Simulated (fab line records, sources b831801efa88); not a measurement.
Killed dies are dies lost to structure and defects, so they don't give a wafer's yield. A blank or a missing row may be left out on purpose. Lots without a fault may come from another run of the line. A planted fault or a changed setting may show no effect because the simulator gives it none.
A struck lot beside a sound one | flow sky130 | 14 steps out of a route of 708
Sound: wafers L298.4, L298.5, L298.6. Struck: wafers L314.3, L314.4, L314.6. The cause comes at the end.
At each step with rows: each side's tool, then ch and its chambers, then its first start. Under that, the readings that differ: sound wafers | struck wafers | difference of the means | sigmas: that difference in standard deviations of wafers without a fault.
alike: readings whose means differ by less than 2 such deviations, and words and numbers that are the same on both sides. not compared: withheld readings, readings that some wafer has no value for, bounds like >300 that may hide the same value, and numbers for which the record gives no deviation and whose values overlap.
The two part at a step that has a row with sigmas, a row that says differs or no value, or rows on one side only. Numbers that don't overlap but have no deviation are shown without sigmas and don't part them. A reading that every wafer of one side lacks parts them only if that side has two wafers or more.

first, 2 steps without rows for these wafers: SKY_METAL1_CLEAN_23 (cleans in O3/DIW); SKY_VIA1_HDPCVD_00 (deposits SiO2, target thk 1030 nm, time 171.7 s).
SKY_VIA1_THK_MEAS_01:
  sound on film_metro-02, day 32 11:08; struck on film_metro-04, day 37 23:35
  alike: VIA1_HDPCVD_THK
SKY_VIA1_CMP_02: polishes SiO2.
  sound on cmp-01 ch 0,1,2, day 32 11:19; struck on cmp-02 ch 1,3, day 37 23:40
  alike: motor_current_A
SKY_VIA1_BOW_MEAS_03:
  sound on film_metro-04, day 32 11:31; struck on film_metro-02, day 37 23:58
  reading       | sound    | struck   | difference | sigmas
  VIA1_BOW (um) | 71 70 76 | 92 85 89 | +16        | +3
then, 7 steps without rows for these wafers: SKY_VIA1_DEHYDRATE_04 (time 60 s); SKY_VIA1_HMDS_05 (prime time 60 s); SKY_VIA1_COAT_06 (resist thk 60 nm); SKY_VIA1_COAT_07 (resist thk 450 nm); SKY_VIA1_SOFTBAKE_08 (time 90 s); SKY_VIA1_EXPOSE_09 (exposes mask VIM, target cd 150 nm); SKY_VIA1_PEB_10.
SKY_VIA1_DEVELOP_11: develop time 60 s.
  sound on litho_track-02 ch 0, day 33 14:00; struck on litho_track-03, day 39 00:00
  no value came back on the struck wafers for chill_plate_temp_C (C), develop_time_s (s); on the sound wafers chill_plate_temp_C (C) reads 22.88 22.98 22.89
  reading                                     | sound             | struck          | difference | sigmas
  model.KrF-thick_of_VIA1_COAT_07.thk_nm (nm) | 436.7 437.2 437.8 | 451.6 451 452.7 | +14.5      |
SKY_VIA1_CD_MEAS_12: target cd 150 nm.
  sound on cd_sem-02, day 33 14:33; struck on cd_sem-02, day 39 00:52
  reading    | sound             | struck | difference                    | sigmas
  cd_nm (nm) | 149.6 150.5 149.8 | - - -  | no value on the struck wafers |

WHERE THEY PART
First at SKY_VIA1_BOW_MEAS_03; last, within this record, at SKY_VIA1_CD_MEAS_12.

WHY: what the simulator had put in
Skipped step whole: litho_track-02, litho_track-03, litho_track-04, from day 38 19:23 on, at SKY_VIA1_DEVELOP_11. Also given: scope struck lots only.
